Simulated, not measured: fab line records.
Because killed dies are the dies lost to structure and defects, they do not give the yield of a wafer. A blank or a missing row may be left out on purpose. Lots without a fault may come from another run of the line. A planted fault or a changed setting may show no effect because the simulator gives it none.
Struck lot and sound lot, side by side -- flow sky130 -- 14 steps out of a route of 708
Sound: these wafers, L647.1, L647.2, L647.5. Struck: wafers L645.1, L645.4, L645.5. Last of all comes the cause.
Per side, at each step with rows, come the tool, then ch with its chambers, and then its first start. Under that, the readings that differ: sound wafers -- struck wafers -- difference of the means -- sigmas: that difference in standard deviations of wafers without a fault.
alike: same words and numbers on both sides, and readings whose means sit less than 2 such deviations apart. not compared: any withheld reading, any reading some wafer has no value for, any bound like >300 that may hide the same value, and any number with overlapping values for which the record gives no deviation.
Wherever a step has rows on one side only, a row that says differs or no value, or a row with sigmas, the two part there. When numbers do not overlap yet have no deviation, they are printed without sigmas and do not part them. Lack of a reading on every wafer of one side parts them only where that side has two or more wafers.

first, 7 steps without rows for these wafers: SKY_LDD_N_DEHYDRATE_00 (time 60 s); SKY_LDD_N_HMDS_01 (prime time 60 s); SKY_LDD_N_COAT_02 (resist thk 300 nm); SKY_LDD_N_SOFTBAKE_03 (time 60 s); SKY_LDD_N_EXPOSE_04 (exposes mask NTM, target cd 840 nm); SKY_LDD_N_PEB_05; SKY_LDD_N_DEVELOP_06 (develop time 60 s).
SKY_LDD_N_OVL_MEAS_07:
  struck on overlay-01, day 24 22:44; sound on overlay-02, day 25 15:04
  alike: LDD_N_OVL
then, 4 steps without rows for these wafers: SKY_LDD_N_IMPLANT_08; SKY_LDD_N_IMPLANT_09; SKY_LDD_N_IMPLANT_10; SKY_LDD_N_IMPLANT_11.
SKY_LDD_N_IMPLANT_12:
  struck on implanter-03, day 24 23:23; sound on implanter-03 ch 0, day 25 15:42
  no value came back on the struck wafers for beam_energy_keV, beam_on_s (s), tilt_deg (degrees); on the sound wafers beam_energy_keV reads 49.988 49.983 49.973
then, 1 step without rows for these wafers: SKY_LDD_N_IMPLANT_13.

WHERE THEY PART
At SKY_LDD_N_IMPLANT_12 and nowhere else, as far as this record goes.

WHY: what had been put in by the simulator
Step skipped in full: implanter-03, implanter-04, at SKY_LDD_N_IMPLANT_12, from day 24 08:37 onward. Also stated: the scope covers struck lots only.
